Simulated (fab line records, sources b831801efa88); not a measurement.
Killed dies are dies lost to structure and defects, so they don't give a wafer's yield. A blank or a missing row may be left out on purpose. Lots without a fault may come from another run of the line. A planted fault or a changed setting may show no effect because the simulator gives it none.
Problem report in the 8D (eight disciplines) form, filled by code | flow gf180mcu | the parts of the form that need people (team, actions taken, sign-off) are left out

1. THE PROBLEM
strip_time_to_endpoint_s at GF_NWELL_STRIP_10 reads a mean of 19.52 s on 6 wafers of 2 lots; wafers without a fault read 36.95 s with a standard deviation of 0.14. That is -99 or more standard deviations from the usual mean.
The step: strips in O2/N2.
First seen on wafer L846.1, day 6 08:48, on plasma_asher-01. The record holds 42 wafers of 14 lots with a number at this step. Rule for "out", or "out of limits": more than 4 standard deviations from the usual mean. The other wafers with a number count as sound.

2. WHAT IT IS AND WHAT IT IS NOT
question                    | is                               | is not
which readings at this step | strip_time_to_endpoint_s         | drypump_motor_current_A, heater_power_w, oes_product_au
which lots                  | L846, L847                       | L835, L837, L840, L841, L842, L843, L844, L848, L852, L853, L855, L856
which wafers of those lots  | all that have a number           | -
read on which tools         | plasma_asher-01, plasma_asher-04 | plasma_asher-03
when                        | from day 6 08:48                 | up to then (21 sound wafers); but 15 sound wafers of L848, L852, L853, L855, L856 came after

3. SUSPECTS, AND WHAT RULES EACH OUT
Counting: a tool at a process step up to the reading stays a suspect if it ran every lot that is out and no sound lot after the first of them.
- litho_track-04 at GF_NWELL_COAT_02 (resist thk 3000 nm): kept. It ran every lot that is out, first L846 (day 6 01:08), and no sound lot after that; its last sound lot up to then is L844 (day 5 14:46).
Left after counting: litho_track-04 at GF_NWELL_COAT_02.

4. THE CAUSE (what the simulator had put in)
Process parameter drift: litho_track-04, from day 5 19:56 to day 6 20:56, at GF_NWELL_COAT_02. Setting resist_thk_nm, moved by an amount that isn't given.
Counting left only this tool.

5. THE CHAIN OF EFFECTS, in route order
Each row: a reading whose mean over the struck wafers that have a number lies more than 3 standard deviations from the usual. Only readings for which the record gives a usual standard deviation are gone through. hours: the time from each lot's start at the first step in this table that gives one to its start at this step, as a median over the lots. sigmas: the change in usual standard deviations.
hours | step              | reading                  | usual   | on struck wafers | change | sigmas
0     | GF_NWELL_STRIP_10 | strip_time_to_endpoint_s | 36.95 s | 19.52            | -17.43 | -99 or more
The process steps in it:
- GF_NWELL_STRIP_10: strips in O2/N2.
Later measuring or inspecting steps at which every struck wafer that the step has a row for has a number for every such reading, and none has moved that far: GF_DUAL_GATE_OVL_MEAS_11.

6. WHAT WOULD HAVE CAUGHT IT SOONER
In this record the first reading out of limits was taken at day 6 08:48, 13 hours after the fault began at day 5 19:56.
Of the tool readings at GF_NWELL_COAT_02 for which the record gives a usual standard deviation, none was out on any struck wafer, so an alarm limit of 4 standard deviations on them would not have fired.
All the lots that are out (2) had begun GF_NWELL_COAT_02 on litho_track-04 by day 6 08:48. A hold on the tool at that time would have spared none of them.
